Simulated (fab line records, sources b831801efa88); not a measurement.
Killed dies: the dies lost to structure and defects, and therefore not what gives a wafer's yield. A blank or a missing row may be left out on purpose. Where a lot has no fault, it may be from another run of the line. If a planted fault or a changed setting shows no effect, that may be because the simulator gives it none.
fab line records	flow gf180mcu
[record] lots = 24	wafers = 72	last-day = 34
route steps=602 shown V1@356 V2@400 V4@497 MIM@503
lots that met no fault: from a run of the same line without faults
start-h: hours from the record's opening day to when the first of the lot's shown wafers began	wait-h: hours from the lot's prior step to this one	" identical to the entry in the row above	L1.1+2: several wafers, shown together as one row	- value missing, or start not given	* or withheld: withheld	< > ~ a bound
route shown NAME@n: NAME is a module with steps in the file, n the number in the route of the first one	usual: mean/standard deviation taken from wafers without a fault	same: alike in all rows	chamber/n: place in a boat	sites: each site's reading	_std_site: the standard deviation of these	_edge_site: inner sites' mean taken away from outer sites' mean	radius-mm: how far each site lies from the wafer's centre	mask NAME#n: copy n	behind: tool/chamber where the wafer was last shaped	hold: what put the lot on hold/how long, in hours/how the hold closed	device: names the non-switching transistor (n, p or np)	end of line: the route-end tests of the same wafers	step lacking rows: just its recipe	killed: the dies lost at the first sort to structure and to defects; this is not the yield of the wafer	map: shows each die of a wafer: x if killed, . if not, _ if none is there
set.NAME: the setting as run; set.NAME@STEP: as run at that earlier step	model.NAME: the simulator's own value behind a step, which no gauge read
a sample of lots followed through the steps of the route, with each step as a table and each wafer as a row
services: the hour from which a tool's chamber was out of use, counted from the record's first day as start-h (under 0 if before that day), plus the number of hours and why
[[steps]]
[step GF_V1_SPUTTER_21]
[recipe] material = Ti	target-thk-nm = 15	chamber-pressure-pa = 5	power-w = 2500	substrate-temp-c = 200	time-s = 80.02
[usual] substrate-temp-c = 200.03/0.17	throttle-valve-pct = 29.6/0.84
[same] time-s = 80.02
lot.wafer	tool	chamber	start-h	wait-h	substrate-temp-c	throttle-valve-pct
L074.3	pvd-sputter-03	-	418.42	0.0	199.72	29.6
L074.5	"	-	"	"	199.95	29.4
L074.6	"	-	"	"	200.01	30.2
L075.1	pvd-sputter-01	-	432.12	0.0	200.18	29.7
L075.2	"	-	"	"	200.11	31.4
L075.3	"	-	"	"	199.95	29.1
L076.1	pvd-sputter-03	-	444.48	0.0	200.10	30.1
L076.2	"	-	"	"	200.07	29.0
L076.3	"	-	"	"	199.83	29.0
L077.1	pvd-sputter-03	-	457.89	0.0	200.11	29.9
L077.5	"	-	"	"	199.96	29.6
L077.6	"	-	"	"	200.11	28.7
L078.1	pvd-sputter-01	-	459.63	0.0	200.00	30.4
L078.2	"	-	"	"	199.95	29.8
L078.4	"	-	"	"	200.28	28.9
L079.1	pvd-sputter-01	-	463.61	0.0	200.33	31.7
L079.4	"	-	"	"	199.89	30.4
L079.6	"	-	"	"	200.00	31.7
L080.3	pvd-sputter-01	-	475.05	0.0	199.94	29.9
L080.5	"	-	"	"	200.00	31.7
L080.6	"	-	"	"	199.94	28.9
L082.1	pvd-sputter-03	-	486.00	0.0	200.32	29.4
L082.5	"	-	"	"	199.81	30.0
L082.6	"	-	"	"	200.11	29.6
L081.1	pvd-sputter-03	-	486.82	0.0	200.19	28.6
L081.2	"	-	"	"	199.91	29.0
L081.6	"	-	"	"	200.13	29.1
L084.1	pvd-sputter-01	-	505.46	0.0	200.34	31.7
L084.2	"	-	"	"	200.22	28.9
L084.4	"	-	"	"	199.82	30.0
L083.3	pvd-sputter-04	-	505.80	0.0	199.94	30.0
L083.4	"	-	"	"	200.29	28.4
L083.5	"	-	"	"	200.06	29.1
L085.2	pvd-sputter-04	-	514.85	0.0	199.80	28.3
L085.3	"	-	"	"	200.43	28.9
L085.5	"	-	"	"	199.94	28.3
L086.1	pvd-sputter-03	-	525.98	0.0	199.90	29.3
L086.2	"	-	"	"	199.61	28.9
L086.4	"	-	"	"	199.91	30.1
L087.4	pvd-sputter-04	-	528.90	0.0	200.00	28.8
L087.5	"	-	"	"	199.90	29.0
L087.6	"	-	"	"	199.76	30.0
L088.1	pvd-sputter-03	-	536.77	0.0	200.03	29.8
L088.3	"	-	"	"	200.06	28.9
L088.5	"	-	"	"	200.01	29.6
L089.2	pvd-sputter-03	-	547.32	0.0	199.96	29.5
L089.5	"	-	"	"	200.26	30.2
L089.6	"	-	"	"	199.68	29.6
L090.4	pvd-sputter-01	-	558.02	0.0	199.98	30.0
L090.5	"	-	"	"	199.94	31.6
L090.6	"	-	"	"	200.00	30.0
L091.1	pvd-sputter-03	-	563.64	0.0	199.76	28.9
L091.4	"	-	"	"	199.75	29.0
L091.5	"	-	"	"	200.10	29.6
L092.2	pvd-sputter-01	-	565.15	0.0	199.69	29.0
L092.4	"	-	"	"	199.82	31.5
L092.5	"	-	"	"	199.89	30.7
L093.4	pvd-sputter-04	-	577.61	0.0	200.07	29.7
L093.5	"	-	"	"	200.33	30.0
L093.6	"	-	"	"	200.06	29.0
L094.1	pvd-sputter-03	-	584.18	0.0	199.71	28.9
L094.5	"	-	"	"	200.19	28.9
L094.6	"	-	"	"	199.88	28.6
L095.3	pvd-sputter-04	-	585.41	0.0	200.04	28.2
L095.5	"	-	"	"	200.15	29.1
L095.6	"	-	"	"	199.79	28.2
L096.1	pvd-sputter-03	-	589.77	0.0	200.16	28.8
L096.3	"	-	"	"	200.10	28.9
L096.5	"	-	"	"	200.05	29.3
L097.4	pvd-sputter-03	-	591.36	0.0	199.86	29.1
L097.5	"	-	"	"	200.07	29.2
L097.6	"	-	"	"	199.85	29.8
[step GF_V2_STRIP_18]
[recipe] chemistry = O2/N2	power-w = 1400	pressure-mtorr = 1500	platen-temp-c = 250	o2-flow-sccm = 3000	n2-flow-sccm = 300	overash-fraction = 0.5
[usual] drypump-motor-current-A = 5.49/0.21	heater-power-w = 342/26	oes-product-au = 0.602/0.0048
lot.wafer	tool	chamber	start-h	wait-h	drypump-motor-current-A	heater-power-w	oes-product-au	rf-hours-counter-h
L074.3	plasma-asher-02	0	468.80	-	5.14	335	0.601	-
L074.5	"	1	"	"	5.42	359	0.602	-
L074.6	"	0	"	"	5.14	326	0.598	-
L075.1	plasma-asher-02	0	482.41	-	5.15	325	0.602	36
L075.2	"	1	"	"	5.42	365	0.602	36
L075.3	"	1	"	"	5.41	349	0.598	-
L076.1	plasma-asher-04	1	494.52	-	5.39	295	0.600	70
L076.2	"	0	"	"	5.68	368	0.597	70
L076.3	"	1	"	"	5.40	298	0.600	-
L077.1	plasma-asher-01	0	507.76	-	5.82	364	0.593	92
L077.5	"	1	"	"	5.39	330	0.602	-
L077.6	"	0	"	"	5.83	362	0.598	-
L078.1	plasma-asher-01	0	509.66	-	5.79	365	0.607	92
L078.2	"	1	"	"	5.39	330	0.597	92
L078.4	"	0	"	"	5.78	367	0.599	-
L079.1	plasma-asher-02	0	513.67	-	5.15	326	0.602	40
L079.4	"	0	"	"	5.15	332	0.604	-
L079.6	"	0	"	"	5.16	331	0.604	-
L080.3	plasma-asher-01	0	524.65	-	5.82	375	0.602	-
L080.5	"	0	"	"	5.81	365	0.595	-
L080.6	"	1	"	"	5.39	333	0.605	-
L082.1	plasma-asher-02	0	535.16	-	5.17	326	0.606	42
L082.5	"	0	"	"	5.15	327	0.599	-
L082.6	"	1	"	"	5.42	353	0.603	-
L081.1	plasma-asher-02	0	535.51	-	5.16	331	0.605	43
L081.2	"	1	"	"	5.40	347	0.606	43
L081.6	"	1	"	"	5.40	358	0.599	-
L084.1	plasma-asher-01	1	554.47	-	5.41	329	0.604	97
L084.2	"	0	"	"	5.78	363	0.607	97
L084.4	"	0	"	"	5.79	371	0.602	-
L083.3	plasma-asher-04	0	554.89	-	5.69	370	0.598	-
L083.4	"	1	"	"	5.43	300	0.599	-
L083.5	"	1	"	"	5.44	296	0.602	-
L085.2	plasma-asher-02	0	563.81	-	5.14	327	0.604	46
L085.3	"	0	"	"	5.15	333	0.607	-
L085.5	"	1	"	"	5.44	360	0.604	-
L086.1	plasma-asher-01	1	573.06	-	5.40	327	0.593	99
L086.2	"	0	"	"	5.80	364	0.610	99
L086.4	"	1	"	"	5.40	336	0.599	-
L087.4	plasma-asher-04	0	575.60	-	5.70	372	0.595	-
L087.5	"	1	"	"	5.39	302	0.602	-
L087.6	"	0	"	"	5.71	362	0.604	-
L088.1	plasma-asher-02	0	583.32	-	5.17	325	0.604	48
L088.3	"	0	"	"	5.16	326	0.608	-
L088.5	"	0	"	"	5.14	333	0.604	-
L089.2	plasma-asher-04	0	592.36	-	5.72	373	0.608	80
L089.5	"	0	"	"	5.72	376	0.602	-
L089.6	"	1	"	"	5.44	298	0.604	-
L090.4	plasma-asher-04	0	603.44	-	5.75	378	0.602	-
L090.5	"	1	"	"	5.40	302	0.602	-
L090.6	"	0	"	"	5.72	373	0.608	-
L091.1	plasma-asher-04	0	609.96	-	5.69	370	0.596	81
L091.4	"	0	"	"	5.69	366	0.597	-
L091.5	"	0	"	"	5.65	370	0.586	-
L092.2	plasma-asher-04	0	611.51	-	5.63	383	0.596	82
L092.4	"	1	"	"	5.41	296	0.606	-
L092.5	"	1	"	"	5.42	298	0.602	-
L093.4	plasma-asher-01	1	621.75	-	5.40	329	0.599	-
L093.5	"	1	"	"	5.39	326	0.600	-
L093.6	"	0	"	"	5.81	366	0.604	-
L094.1	plasma-asher-01	0	629.31	-	5.80	372	0.604	104
L094.5	"	0	"	"	5.79	365	0.600	-
L094.6	"	1	"	"	5.40	328	0.602	-
L095.3	plasma-asher-04	0	629.70	-	5.71	368	0.599	-
L095.5	"	0	"	"	5.68	367	0.590	-
L095.6	"	1	"	"	5.40	303	0.613	-
L096.1	plasma-asher-01	1	632.96	-	5.40	337	0.599	104
L096.3	"	1	"	"	5.40	330	0.597	-
L096.5	"	1	"	"	5.40	321	0.607	-
L097.4	plasma-asher-01	1	634.60	-	5.40	335	0.609	-
L097.5	"	1	"	"	5.40	330	0.599	-
L097.6	"	0	"	"	5.78	379	0.610	-
[step GF_V2_CMP_26]
[recipe] stop-on = SiO2	down-force-psi = 3.5	platen-rpm = 60	t-overpolish-s = 15	target-thk-nm = 0	pad-velocity-m-s = 0.94248
[usual] head-pressure-psi = 3.502/0.0079	motor-current-A = 10.8/1.1	overpolish-run-s = 15.000/0.0088	time-to-endpoint-s = 87/3.9
lot.wafer	tool	chamber	start-h	wait-h	head-pressure-psi	motor-current-A	overpolish-run-s	time-to-endpoint-s
L074.3	cmp-01	0	469.74	0.1	3.497	9.8	14.992	82
L074.6	"	3	"	"	3.498	10.7	14.976	86
L074.5	"	0	"	"	3.499	9.6	14.990	85
L075.3	cmp-02	3	483.34	0.0	3.508	8.6	15.005	98
L075.2	"	0	"	"	3.506	11.0	15.001	92
L075.1	"	1	"	"	3.500	10.0	15.007	87
L076.1	cmp-02	1	495.45	0.1	3.487	10.1	15.009	92
L076.2	"	2	"	"	3.484	11.3	14.990	92
L076.3	"	0	"	"	3.511	10.7	14.996	89
L077.1	cmp-01	0	508.88	0.2	3.510	9.7	15.007	81
L077.5	"	1	"	"	3.505	10.7	15.006	83
L077.6	"	2	"	"	3.496	12.2	15.001	88
L078.4	cmp-01	1	510.60	0.0	3.490	10.3	15.023	81
L078.1	"	3	"	"	3.503	10.5	14.996	83
L078.2	"	0	"	"	3.500	9.9	15.000	85
L079.1	cmp-02	3	514.69	0.1	3.489	9.2	15.006	94
L079.4	"	0	"	"	3.496	11.4	15.006	92
L079.6	"	1	"	"	3.502	10.3	15.020	87
L080.3	cmp-02	1	525.54	0.0	3.508	10.1	15.005	85
L080.6	"	1	"	"	3.502	9.9	14.992	88
L080.5	"	2	"	"	3.491	11.9	14.997	89
L082.1	cmp-02	1	536.24	0.2	3.496	10.9	14.986	82
L082.6	"	2	"	"	3.501	12.0	15.005	86
L082.5	"	3	"	"	3.504	9.4	14.997	90
L081.1	cmp-02	2	536.49	0.1	3.509	11.7	15.002	89
L081.2	"	0	"	"	3.506	11.8	15.017	89
L081.6	"	2	"	"	3.500	11.9	14.990	85
L084.1	cmp-02	2	555.63	0.2	3.494	11.9	14.995	89
L084.2	"	3	"	"	3.509	9.3	14.994	92
L084.4	"	0	"	"	3.488	11.6	14.999	90
L083.3	cmp-02	0	555.88	0.1	3.502	11.6	15.003	91
L083.4	"	1	"	"	3.505	10.3	14.982	84
L083.5	"	1	"	"	3.501	9.6	15.013	83
L085.3	cmp-02	1	564.82	0.1	3.501	10.6	15.000	85
L085.2	"	2	"	"	3.504	12.0	14.989	85
L085.5	"	1	"	"	3.526	10.1	14.997	87
L086.1	cmp-02	1	574.07	0.1	3.514	10.1	14.981	87
L086.2	"	2	"	"	3.511	12.5	15.005	84
L086.4	"	3	"	"	3.490	9.2	15.000	95
L087.4	cmp-01	2	576.60	0.1	3.504	12.5	15.006	90
L087.5	"	0	"	"	3.500	9.5	15.000	85
L087.6	"	1	"	"	3.494	10.9	14.996	89
L088.1	cmp-02	0	584.56	0.4	3.511	11.2	14.992	91
L088.3	"	1	"	"	3.509	10.4	15.009	90
L088.5	"	0	"	"	3.502	11.8	15.012	93
L089.2	cmp-02	2	593.42	0.1	3.508	12.6	15.007	89
L089.6	"	0	"	"	3.487	11.1	14.977	96
L089.5	"	1	"	"	3.508	10.2	14.986	85
L090.4	cmp-02	2	604.51	0.1	3.493	12.6	15.011	85
L090.5	"	1	"	"	3.508	10.0	15.004	82
L090.6	"	2	"	"	3.500	12.4	15.010	82
L091.1	cmp-02	1	611.06	0.1	3.506	10.4	14.995	83
L091.4	"	2	"	"	3.508	12.1	14.989	84
L091.5	"	1	"	"	3.508	10.6	14.995	85
L092.4	cmp-02	0	612.49	0.1	3.521	12.0	15.000	84
L092.2	"	1	"	"	3.500	10.5	14.992	80
L092.5	"	3	"	"	3.494	9.1	15.001	89
L093.4	cmp-01	0	623.03	0.1	3.496	10.3	15.004	90
L093.5	"	3	"	"	3.513	9.9	15.004	88
L093.6	"	0	"	"	3.498	10.0	15.007	83
L094.1	cmp-01	2	630.24	0.1	3.489	12.6	15.009	86
L094.5	"	2	"	"	3.506	13.2	14.997	91
L094.6	"	3	"	"	3.497	10.3	15.000	88
L095.3	cmp-02	3	630.69	0.1	3.490	9.0	14.988	83
L095.5	"	1	"	"	3.497	9.7	14.992	76
L095.6	"	2	"	"	3.504	12.0	15.010	80
L096.3	cmp-02	2	634.08	0.1	3.486	12.0	14.999	83
L096.1	"	0	"	"	3.498	11.2	15.001	83
L096.5	"	2	"	"	3.504	12.4	14.997	85
L097.4	cmp-02	1	635.68	0.1	3.507	10.0	15.004	81
L097.6	"	0	"	"	3.493	11.5	14.998	84
L097.5	"	1	"	"	3.507	10.4	15.007	81
[step GF_V4_SPUTTER_21]
[recipe] material = Ti	target-thk-nm = 15	chamber-pressure-pa = 5	power-w = 2500	substrate-temp-c = 200	time-s = 80.02
[usual] substrate-temp-c = 199.99/0.16	throttle-valve-pct = 30.2/1.1
[same] time-s = 80.02
lot.wafer	tool	chamber	start-h	wait-h	substrate-temp-c	throttle-valve-pct
L074.3	pvd-sputter-03	-	567.59	0.0	200.00	28.9
L074.5	"	-	"	"	199.71	29.9
L074.6	"	-	"	"	199.91	29.5
L075.1	pvd-sputter-03	-	579.45	0.0	200.17	28.9
L075.2	"	-	"	"	199.68	28.8
L075.3	"	-	"	"	199.95	29.9
L076.1	pvd-sputter-01	-	590.93	0.0	200.03	30.5
L076.2	"	-	"	"	200.04	31.7
L076.3	"	-	"	"	199.95	29.0
L077.1	pvd-sputter-02	-	602.66	0.0	200.29	30.8
L077.5	"	-	"	"	200.21	30.6
L077.6	"	-	"	"	200.09	31.6
L078.1	pvd-sputter-02	-	604.65	0.0	199.99	31.8
L078.2	"	-	"	"	200.16	30.5
L078.4	"	-	"	"	199.69	30.6
L079.1	pvd-sputter-03	-	608.99	0.0	200.05	30.0
L079.4	"	-	"	"	200.05	28.7
L079.6	"	-	"	"	200.09	29.5
L080.3	pvd-sputter-02	-	617.09	0.0	200.10	32.6
L080.5	"	-	"	"	199.90	30.9
L080.6	"	-	"	"	199.69	32.3
L082.1	pvd-sputter-03	-	627.34	0.0	200.15	29.0
L082.5	"	-	"	"	200.02	28.8
L082.6	"	-	"	"	199.99	29.2
L081.1	pvd-sputter-01	-	627.69	0.0	200.11	29.7
L081.2	"	-	"	"	199.95	31.2
L081.6	"	-	"	"	199.81	30.2
L084.1	pvd-sputter-01	-	644.05	0.0	200.03	29.7
L084.2	"	-	"	"	199.94	30.3
L084.4	"	-	"	"	200.03	29.1
L083.3	pvd-sputter-03	-	646.80	0.0	200.01	28.4
L083.4	"	-	"	"	200.03	28.8
L083.5	"	-	"	"	200.04	28.6
L085.2	pvd-sputter-02	-	652.15	0.0	200.10	31.7
L085.3	"	-	"	"	199.92	30.5
L085.5	"	-	"	"	199.83	30.8
L086.1	pvd-sputter-01	-	662.24	0.0	199.89	31.7
L086.2	"	-	"	"	199.77	28.9
L086.4	"	-	"	"	199.96	30.5
L087.4	pvd-sputter-01	-	664.38	0.0	199.67	30.2
L087.5	"	-	"	"	199.95	30.5
L087.6	"	-	"	"	199.85	29.9
L088.1	pvd-sputter-01	-	670.93	0.0	199.99	30.4
L088.3	"	-	"	"	199.92	29.1
L088.5	"	-	"	"	199.80	30.2
L089.2	pvd-sputter-01	-	678.40	0.0	199.97	30.6
L089.5	"	-	"	"	200.19	29.2
L089.6	"	-	"	"	199.88	30.3
L090.4	pvd-sputter-02	-	689.15	0.0	199.94	32.4
L090.5	"	-	"	"	200.06	30.9
L090.6	"	-	"	"	200.04	31.4
L091.1	pvd-sputter-01	-	695.10	0.0	199.84	28.8
L091.4	"	-	"	"	200.10	30.4
L091.5	"	-	"	"	200.02	31.3
L092.2	pvd-sputter-03	-	696.16	0.0	200.00	30.3
L092.4	"	-	"	"	199.62	28.8
L092.5	"	-	"	"	199.89	29.2
L093.4	pvd-sputter-03	-	706.10	0.0	199.95	29.9
L093.5	"	-	"	"	200.05	28.8
L093.6	"	-	"	"	200.37	29.2
L095.3	pvd-sputter-03	-	713.44	0.0	199.86	28.8
L095.5	"	-	"	"	200.10	28.9
L095.6	"	-	"	"	199.88	29.0
L094.1	pvd-sputter-02	-	713.87	0.0	200.43	30.7
L094.5	"	-	"	"	200.09	30.8
L094.6	"	-	"	"	200.12	32.7
L096.1	pvd-sputter-01	-	716.40	0.0	199.83	30.5
L096.3	"	-	"	"	200.13	29.2
L096.5	"	-	"	"	199.77	30.7
L097.4	pvd-sputter-02	-	717.96	0.0	200.12	30.6
L097.5	"	-	"	"	199.65	32.0
L097.6	"	-	"	"	200.03	30.9
[step GF_MIM_SPUTTER_00]
[recipe] material = Ti	target-thk-nm = 37.5	arriving-ion-energy-ev = 80	substrate-temp-c = 200	chamber-pressure-pa = 2	power-w = 4000	time-s = 150
[usual] substrate-temp-c = 200.00/0.14	throttle-valve-pct = 30.4/1.1
[same] time-s = 150
lot.wafer	tool	chamber	start-h	wait-h	substrate-temp-c	throttle-valve-pct
L074.3	pvd-sputter-02	-	568.29	0.1	200.12	30.8
L074.5	"	-	"	"	199.69	31.0
L074.6	"	-	"	"	200.06	30.6
L075.1	pvd-sputter-01	-	580.15	0.2	200.13	30.6
L075.2	"	-	"	"	200.11	30.1
L075.3	"	-	"	"	200.16	31.6
L076.1	pvd-sputter-04	-	591.62	0.2	200.37	29.1
L076.2	"	-	"	"	199.92	28.9
L076.3	"	-	"	"	200.03	30.0
L077.1	pvd-sputter-02	-	603.35	0.1	199.88	30.5
L077.5	"	-	"	"	199.91	30.6
L077.6	"	-	"	"	199.99	31.3
L078.1	pvd-sputter-01	-	605.34	0.1	199.79	31.5
L078.2	"	-	"	"	200.08	29.7
L078.4	"	-	"	"	200.28	29.0
L079.1	pvd-sputter-01	-	609.68	0.1	199.81	30.7
L079.4	"	-	"	"	199.99	29.2
L079.6	"	-	"	"	199.67	31.7
L080.3	pvd-sputter-01	-	617.78	0.1	199.93	31.7
L080.5	"	-	"	"	200.29	29.0
L080.6	"	-	"	"	199.93	30.3
L082.1	pvd-sputter-04	-	628.04	0.2	199.99	28.5
L082.5	"	-	"	"	200.18	29.1
L082.6	"	-	"	"	199.89	27.9
L081.1	pvd-sputter-01	-	628.39	0.1	199.86	31.3
L081.2	"	-	"	"	200.05	29.5
L081.6	"	-	"	"	200.24	30.3
L084.1	pvd-sputter-04	-	644.82	0.2	199.97	29.0
L084.2	"	-	"	"	199.82	28.3
L084.4	"	-	"	"	199.90	28.8
L083.3	pvd-sputter-02	-	647.49	0.1	200.16	30.7
L083.4	"	-	"	"	200.05	31.8
L083.5	"	-	"	"	199.97	30.7
L085.2	pvd-sputter-01	-	652.95	0.2	200.11	28.7
L085.3	"	-	"	"	199.95	31.8
L085.5	"	-	"	"	199.92	31.5
L086.1	pvd-sputter-04	-	663.03	0.1	199.95	28.7
L086.2	"	-	"	"	199.84	30.1
L086.4	"	-	"	"	199.78	28.5
L087.4	pvd-sputter-01	-	665.13	0.1	200.23	30.5
L087.5	"	-	"	"	200.02	29.8
L087.6	"	-	"	"	200.13	31.7
L088.1	pvd-sputter-01	-	671.73	0.2	200.06	31.4
L088.3	"	-	"	"	200.16	29.3
L088.5	"	-	"	"	200.06	28.9
L089.2	pvd-sputter-02	-	679.22	0.2	200.11	32.5
L089.5	"	-	"	"	199.89	30.9
L089.6	"	-	"	"	200.05	31.5
L090.4	pvd-sputter-01	-	689.87	0.2	199.77	30.0
L090.5	"	-	"	"	199.88	30.4
L090.6	"	-	"	"	199.98	28.9
L091.1	pvd-sputter-01	-	695.82	0.1	200.12	30.1
L091.4	"	-	"	"	199.83	28.9
L091.5	"	-	"	"	199.79	28.9
L092.2	pvd-sputter-02	-	696.88	0.1	200.03	31.7
L092.4	"	-	"	"	200.02	30.7
L092.5	"	-	"	"	200.04	30.7
L093.4	pvd-sputter-02	-	706.86	0.2	200.15	30.9
L093.5	"	-	"	"	199.96	30.3
L093.6	"	-	"	"	200.08	32.2
L095.3	pvd-sputter-01	-	714.15	0.1	199.97	29.0
L095.5	"	-	"	"	200.18	30.1
L095.6	"	-	"	"	200.06	31.7
L094.1	pvd-sputter-02	-	714.57	0.2	199.88	32.3
L094.5	"	-	"	"	200.03	30.6
L094.6	"	-	"	"	199.97	32.5
L096.1	pvd-sputter-02	-	717.14	0.2	199.94	32.3
L096.3	"	-	"	"	199.69	30.9
L096.5	"	-	"	"	200.00	30.8
L097.4	pvd-sputter-02	-	718.67	0.2	199.89	30.6
L097.5	"	-	"	"	200.24	31.5
L097.6	"	-	"	"	200.14	30.6
[step GF_MIM_SPUTTER_03]
[recipe] material = Ti	target-thk-nm = 10	substrate-temp-c = 300	chamber-pressure-pa = 0.3	power-w = 3000	time-s = 6.7
[usual] substrate-temp-c = 299.97/0.19	throttle-valve-pct = 30.4/1.2
[same] time-s = 6.7
lot.wafer	tool	chamber	start-h	wait-h	substrate-temp-c	throttle-valve-pct
L074.3	pvd-sputter-02	-	568.45	0.0	300.12	30.9
L074.5	"	-	"	"	300.11	31.5
L074.6	"	-	"	"	300.12	30.7
L075.1	pvd-sputter-01	-	580.31	0.0	299.94	30.5
L075.2	"	-	"	"	299.64	29.9
L075.3	"	-	"	"	299.81	31.6
L076.1	pvd-sputter-04	-	591.78	0.0	299.82	29.2
L076.2	"	-	"	"	300.07	28.9
L076.3	"	-	"	"	299.79	30.0
L077.1	pvd-sputter-02	-	603.51	0.0	299.73	30.4
L077.5	"	-	"	"	299.80	30.8
L077.6	"	-	"	"	299.87	31.7
L078.1	pvd-sputter-01	-	605.50	0.0	299.81	31.4
L078.2	"	-	"	"	299.85	30.0
L078.4	"	-	"	"	300.36	29.3
L079.1	pvd-sputter-01	-	609.84	0.0	299.89	30.5
L079.4	"	-	"	"	299.99	29.2
L079.6	"	-	"	"	299.94	31.4
L080.3	pvd-sputter-01	-	617.94	0.0	299.57	31.7
L080.5	"	-	"	"	300.00	29.2
L080.6	"	-	"	"	299.75	30.4
L082.1	pvd-sputter-04	-	628.20	0.0	299.97	28.1
L082.5	"	-	"	"	300.15	28.7
L082.6	"	-	"	"	299.78	28.0
L081.1	pvd-sputter-01	-	628.55	0.0	300.00	31.5
L081.2	"	-	"	"	299.77	29.9
L081.6	"	-	"	"	299.85	30.8
L084.1	pvd-sputter-04	-	644.98	0.0	299.92	28.9
L084.2	"	-	"	"	299.92	28.0
L084.4	"	-	"	"	299.96	28.7
L083.3	pvd-sputter-02	-	647.65	0.0	300.02	30.8
L083.4	"	-	"	"	300.15	31.6
L083.5	"	-	"	"	300.09	30.6
L085.2	pvd-sputter-01	-	653.28	0.0	300.28	29.1
L085.3	"	-	"	"	300.07	31.7
L085.5	"	-	"	"	300.11	31.3
L086.1	pvd-sputter-04	-	663.20	0.0	299.77	28.6
L086.2	"	-	"	"	300.16	29.9
L086.4	"	-	"	"	299.84	28.2
L087.4	pvd-sputter-01	-	665.29	0.0	299.96	30.5
L087.5	"	-	"	"	300.01	29.8
L087.6	"	-	"	"	299.98	31.6
L088.1	pvd-sputter-01	-	671.89	0.0	300.03	31.5
L088.3	"	-	"	"	299.99	29.0
L088.5	"	-	"	"	300.00	29.0
L089.2	pvd-sputter-02	-	679.38	0.0	299.97	32.3
L089.5	"	-	"	"	299.92	30.7
L089.6	"	-	"	"	300.11	31.7
L090.4	pvd-sputter-01	-	690.03	0.0	299.67	29.9
L090.5	"	-	"	"	299.91	30.4
L090.6	"	-	"	"	299.95	29.1
L091.1	pvd-sputter-01	-	695.98	0.0	300.07	30.0
L091.4	"	-	"	"	299.93	28.8
L091.5	"	-	"	"	299.92	28.8
L092.2	pvd-sputter-02	-	697.04	0.0	299.87	31.4
L092.4	"	-	"	"	300.00	30.4
L092.5	"	-	"	"	299.73	30.8
L093.4	pvd-sputter-02	-	706.98	0.0	300.17	30.7
L093.5	"	-	"	"	300.00	30.6
L093.6	"	-	"	"	299.30	32.3
L095.3	pvd-sputter-01	-	714.31	0.0	299.96	29.0
L095.5	"	-	"	"	299.77	29.8
L095.6	"	-	"	"	300.29	31.7
L094.1	pvd-sputter-02	-	714.73	0.0	300.01	32.4
L094.5	"	-	"	"	300.21	30.6
L094.6	"	-	"	"	299.96	32.5
L096.1	pvd-sputter-02	-	717.30	0.0	300.21	32.4
L096.3	"	-	"	"	299.83	30.9
L096.5	"	-	"	"	299.90	30.7
L097.4	pvd-sputter-02	-	718.83	0.0	300.16	30.5
L097.5	"	-	"	"	299.88	31.7
L097.6	"	-	"	"	300.32	30.6
[[services]]
tool	chamber	start-h	hours	kind
cmp-02	-	395.36	11.5	repair
pvd-sputter-01	-	400.03	0.5	repair
cmp-02	-	406.89	4.0	pm
pvd-sputter-04	-	425.06	2.2	repair
cmp-02	-	428.24	7.9	pm
cmp-01	-	436.16	4.2	pm
cmp-02	-	436.51	1.5	repair
pvd-sputter-01	-	468.88	0.7	repair
pvd-sputter-04	-	488.34	0.9	repair
cmp-02	-	495.87	0.3	repair
pvd-sputter-02	-	502.56	5.7	repair
pvd-sputter-02	-	518.42	1.9	repair
pvd-sputter-02	-	553.70	1.5	repair
plasma-asher-01	-	608.32	13.2	repair
plasma-asher-02	-	615.73	1.1	repair
cmp-02	-	624.23	3.9	pm
plasma-asher-02	-	626.29	3.5	repair
cmp-02	-	642.88	2.6	repair
plasma-asher-01	-	647.62	0.8	repair
plasma-asher-01	-	662.06	9.7	repair
pvd-sputter-02	-	663.04	15.7	repair
pvd-sputter-04	-	675.04	2.7	repair
pvd-sputter-04	-	691.29	7.7	repair
plasma-asher-01	-	711.50	2.8	pm
[[key]]
fault none
